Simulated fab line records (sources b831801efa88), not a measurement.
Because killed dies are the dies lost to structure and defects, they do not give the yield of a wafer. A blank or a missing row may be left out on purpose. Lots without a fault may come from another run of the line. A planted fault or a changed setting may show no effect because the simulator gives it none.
A struck lot beside a sound one / flow sky130 / 14 steps out of a route of 708
Sound: wafers L912.1, L912.2, L912.3. Struck: wafers L931.2, L931.3, L931.5. Last of all comes the cause.
For every step that has rows: the tool of each side, followed by ch and its chambers, followed by its first start. Under that, the readings that differ: sound wafers / struck wafers / difference of the means / sigmas: that difference in standard deviations of wafers without a fault.
alike: same words and numbers on both sides, and readings whose means sit less than 2 such deviations apart. not compared: any withheld reading, any reading some wafer has no value for, any bound like >300 that may hide the same value, and any number with overlapping values for which the record gives no deviation.
Wherever a step has rows on one side only, a row that says differs or no value, or a row with sigmas, the two part there. Non-overlapping numbers with no deviation appear without sigmas and do not part them. A reading that every wafer of one side lacks parts them only if that side has two wafers or more.

SKY_NWELL_TW_MEAS_26:
  struck on film_metro-04, day 10 06:43; sound on film_metro-03, day 5 10:14
  alike: NWELL_2_TW
then, 1 step without rows for these wafers: SKY_NWELL_CLEAN_27 (cleans in SC1/SC2, time 150 s).
SKY_NWELL_RTA_28: time 30 s.
  sound on rtp_anneal-01 ch 0, day 5 10:21; struck on rtp_anneal-02 ch 0, day 10 06:51
  alike: lamp_power_pct, wafer_temp_C_max
SKY_NWELL_RS_MEAS_29: the measuring method here is four-point-probe.
  struck on film_metro-03, day 10 07:02; sound on film_metro-02, day 5 10:27
  alike: NWELL_RS
SKY_NWELL_RS_MEAS_31: the measuring method here is four-point-probe.
  struck on film_metro-03, day 10 07:17; sound on film_metro-02, day 5 10:41
  alike: PWDE_RS
then, 6 steps without rows for these wafers: SKY_VT_ADJUST_HVTP_DEHYDRATE_00 (time 60 s); SKY_VT_ADJUST_HVTP_HMDS_01 (prime time 60 s); SKY_VT_ADJUST_HVTP_COAT_02 (resist thk 1140 nm); SKY_VT_ADJUST_HVTP_SOFTBAKE_03 (time 60 s); SKY_VT_ADJUST_HVTP_EXPOSE_04 (exposes mask HVTPM, target cd 380 nm); SKY_VT_ADJUST_HVTP_PEB_05.
SKY_VT_ADJUST_HVTP_DEVELOP_06: develop time 60 s.
  sound on litho_track-01 ch 0, day 6 05:26; struck on litho_track-04 ch 0, day 11 04:23
reading=developer_temp_C (C); sound=22.85 22.76 22.89; struck=25.41 25.25 25.26; difference=+2.47; sigmas=+22
  alike: chill_plate_temp_C
SKY_VT_ADJUST_HVTP_CD_MEAS_07: the cd target is 380 nm.
  struck on cd_sem-01, day 11 04:31; sound on cd_sem-01, day 6 05:35
reading=cd_nm (nm); sound=378.3 380.7 378.9; struck=369.6 369.5 368.4; difference=-10.1; sigmas=-4
following that, these wafers have no rows for 1 step: SKY_PAD_OPEN_PROBE_99.

== WHERE THEY PART ==
Earliest at SKY_VT_ADJUST_HVTP_DEVELOP_06; latest, in this record, at SKY_VT_ADJUST_HVTP_CD_MEAS_07.

WHY: what had been put in by the simulator
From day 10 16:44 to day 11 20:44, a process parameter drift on litho_track-04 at SKY_VT_ADJUST_HVTP_DEVELOP_06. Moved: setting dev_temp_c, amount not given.
